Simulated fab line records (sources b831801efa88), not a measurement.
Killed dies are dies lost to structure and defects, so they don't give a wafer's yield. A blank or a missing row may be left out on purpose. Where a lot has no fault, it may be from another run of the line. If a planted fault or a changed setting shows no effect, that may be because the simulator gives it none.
Chamber matching ; flow sky130 ; 4 sister chambers for SKY_VIA3_CMP_02 on cmp-01
The step polishes SiO2. 4 wafers are shown with their chamber, then 7 later ones without.

EACH WAFER AND ITS CHAMBER
wafer;chamber;motor-current-A (A)
L558.6;3;11.9
L561.5;2;10.3
L564.1;1;11.7
L564.4;0;11.9

WAFERS WITHOUT THEIR CHAMBER
wafer;motor-current-A (A)
L564.6;11.8
L575.1;11.6
L575.4;12.1
L575.6;11.9
L576.1;11.3
L576.3;10.2
L576.6;11.3

EACH ONE'S CHAMBER
wafer;from the rows above;in truth
L564.6;can't be placed: 0 or 3 or 1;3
L575.1;can't be placed: 1 or 0 or 3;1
L575.4;can't be placed: 0 or 3 or 1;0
L575.6;can't be placed: 0 or 3 or 1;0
L576.1;can't be placed: 1 or 0 or 3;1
L576.3;2;2
L576.6;can't be placed: 1 or 0 or 3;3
1 of 7 placed correctly. Cannot be placed on the basis of these rows: 6; the candidates contain the true chamber in 6. Number placed wrongly: 0.
How it was worked out, from the rows above alone: a wafer's distance from a chamber is the root of the sum, over the readings, of the square of ((its reading less the chamber's mean) divided by the reading's scatter). The wafer belongs to the nearest chamber; if the next one is less than 2 further off, it can't be placed. A chamber's mean is the mean of its shown wafers. The scatter: with one shown wafer a chamber, the root of the mean of the squares of how far each hidden wafer lies from its nearest shown one.
